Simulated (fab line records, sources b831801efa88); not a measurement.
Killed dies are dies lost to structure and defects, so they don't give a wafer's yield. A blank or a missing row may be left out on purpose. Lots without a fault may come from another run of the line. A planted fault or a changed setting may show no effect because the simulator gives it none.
Problem report in the 8D (eight disciplines) form, filled by code | flow gf180mcu | the parts of the form that need people (team, actions taken, sign-off) are left out

1. THE PROBLEM
M3_ALCU_RS at GF_M3_RS_MEAS_05 reads a mean of 0.0925 ohm/sq on 1 wafer of 1 lot; wafers without a fault read 0.0695 ohm/sq with a standard deviation of 0.0007. That is +33 standard deviations from the usual mean.
The step: measures by four-point-probe.
First seen on wafer L664.2, day 25 10:36, on film_metro-01. The record holds 30 wafers of 10 lots with a number at this step. Rule for "out", or "out of limits": more than 4 standard deviations from the usual mean. The other wafers with a number count as sound.

2. WHAT IT IS AND WHAT IT IS NOT
question                    | is                | is not
which readings at this step | M3_ALCU_RS        | -
which lots                  | L664              | L651, L652, L653, L654, L655, L656, L667, L668, L669
which wafers of those lots  | L664.2            | L664.1, L664.4
read on which gauges        | film_metro-01     | film_metro-02, film_metro-04
when                        | from day 25 10:36 | up to then (20 sound wafers); but 9 sound wafers of L667, L668, L669 came after

3. SUSPECTS, AND WHAT RULES EACH OUT
Counting: a tool at a process step up to the reading stays a suspect if it ran every lot that is out. Sound lots after the first of them don't rule it out here, since some wafers of a struck lot are sound.
- the gauge at GF_M3_RS_MEAS_05: ruled out. All the wafers that are out were read on film_metro-01, but those of them that GF_M3_METAL_ETCH_16 has rows for are out there too, on other tools.
- pecvd-03 at GF_CONTACT_CVD_02 (deposits SiO2 from TEOS, target thk 860 nm, time 95.992 s): kept. It ran the lot that is out, L664 (day 20 08:32); its last sound lot up to then is L655 (day 17 10:47).
- pvd_sputter-02 at GF_CONTACT_SPUTTER_22 (material Ti, target thk 15 nm, time 80.02 s): kept. It ran the lot that is out, L664 (day 21 09:44); its last sound lot up to then is L656 (day 19 00:31).
- pvd_sputter-03 at GF_M3_SPUTTER_02 (material AlCu, target thk 450 nm, time 23.9 s): kept. It ran the lot that is out, L664 (day 25 10:31); its last sound lot up to then is L653 (day 22 03:35).
Left after counting: pecvd-03 at GF_CONTACT_CVD_02, pvd_sputter-02 at GF_CONTACT_SPUTTER_22, pvd_sputter-03 at GF_M3_SPUTTER_02.

4. THE CAUSE (what the simulator had put in)
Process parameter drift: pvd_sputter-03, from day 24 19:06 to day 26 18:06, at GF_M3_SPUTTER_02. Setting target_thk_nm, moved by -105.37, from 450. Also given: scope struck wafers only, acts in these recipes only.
Counting left 3 suspects, and this tool is among them.

5. THE CHAIN OF EFFECTS, in route order
Each row: a reading whose mean over the struck wafers that have a number lies more than 3 standard deviations from the usual. Only readings for which the record gives a usual standard deviation are gone through. hours: the time from each lot's start at the first step in this table that gives one to its start at this step, as a median over the lots. sigmas: the change in usual standard deviations.
hours | step                | reading            | usual         | on struck wafers | change  | sigmas
0     | GF_M3_RS_MEAS_05    | M3_ALCU_RS         | 0.0695 ohm/sq | 0.0925           | +0.0230 | +33
3     | GF_M3_THK_MEAS_06   | M3_ALCU_THK        | 448 nm        | 337              | -111    | -21
21    | GF_M3_METAL_ETCH_16 | oes_product_au     | 0.973 a.u.    | 0.865            | -0.108  | -17
21    | GF_M3_METAL_ETCH_16 | throttle_valve_pct | 28.251 %      | 28.376           | +0.125  | +12
The process steps in it:
- GF_M3_METAL_ETCH_16: etches the open film in Cl2/BCl3, stops on SiO2, target depth 627.5 nm, time 104.6 s.

6. WHAT WOULD HAVE CAUGHT IT SOONER
In this record the first reading out of limits at a measuring or inspecting step was taken at day 25 10:36, 16 hours after the fault began at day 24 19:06.
Of the tool readings at GF_M3_SPUTTER_02 for which the record gives a usual standard deviation, none was out on any struck wafer, so an alarm limit of 4 standard deviations on them would not have fired.
All the lots that are out (1) had begun GF_M3_SPUTTER_02 on pvd_sputter-03 by day 25 10:36. A hold on the tool at that time would have spared none of them.
